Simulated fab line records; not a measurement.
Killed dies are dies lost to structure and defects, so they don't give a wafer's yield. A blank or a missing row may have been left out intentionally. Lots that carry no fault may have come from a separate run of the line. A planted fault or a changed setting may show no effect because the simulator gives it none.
Chamber matching | flow sky130 | cmp-01 running SKY_LI_CONTACT_CMP_24: 4 sister chambers
The step polishes, stops on PSG, t overpolish 20 s, target thk 0 nm. 4 wafers are shown with their chamber, then 7 later ones without.

== WAFERS WITH THEIR CHAMBER ==
wafer  | chamber | motorCurrentA (A)
L834.4 | 1       | 12.9
L837.2 | 0       | 11.0
L839.2 | 2       | 11.3
L839.3 | 3       | 10.9

== WAFERS WHOSE CHAMBER IS MISSING ==
wafer  | motorCurrentA (A)
L839.5 | 10.9
L846.2 | 9.8
L846.4 | 10.9
L846.6 | 9.7
L850.2 | 9.9
L850.5 | 10.5
L850.6 | 12.5

== EACH ONE'S CHAMBER ==
wafer  | from the rows above               | in truth
L839.5 | can't be placed: 3 or 0 or 2      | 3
L846.2 | can't be placed: 3 or 0 or 2      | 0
L846.4 | can't be placed: 3 or 0 or 2      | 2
L846.6 | can't be placed: 3 or 0 or 2      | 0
L850.2 | can't be placed: 3 or 0 or 2      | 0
L850.5 | can't be placed: 3 or 0 or 2      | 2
L850.6 | can't be placed: 1 or 2 or 0 or 3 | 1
0 of 7 placed correctly. From these rows, 7 cannot be placed; in 7 the true chamber is one of the candidates. 0 placed wrongly.
How it was worked out, from the rows above alone: a wafer's distance from a chamber is the root of the sum, over the readings, of the square of ((its reading less the chamber's mean) divided by the reading's scatter). If the next closest chamber is less than 2 further off than the closest, the wafer can't be placed; otherwise it belongs to the closest. For every chamber, the mean is computed from those of its wafers that are shown. The scatter (one wafer shown for each chamber): square how far every hidden wafer sits from the nearest shown wafer, average those squares and take the square root.
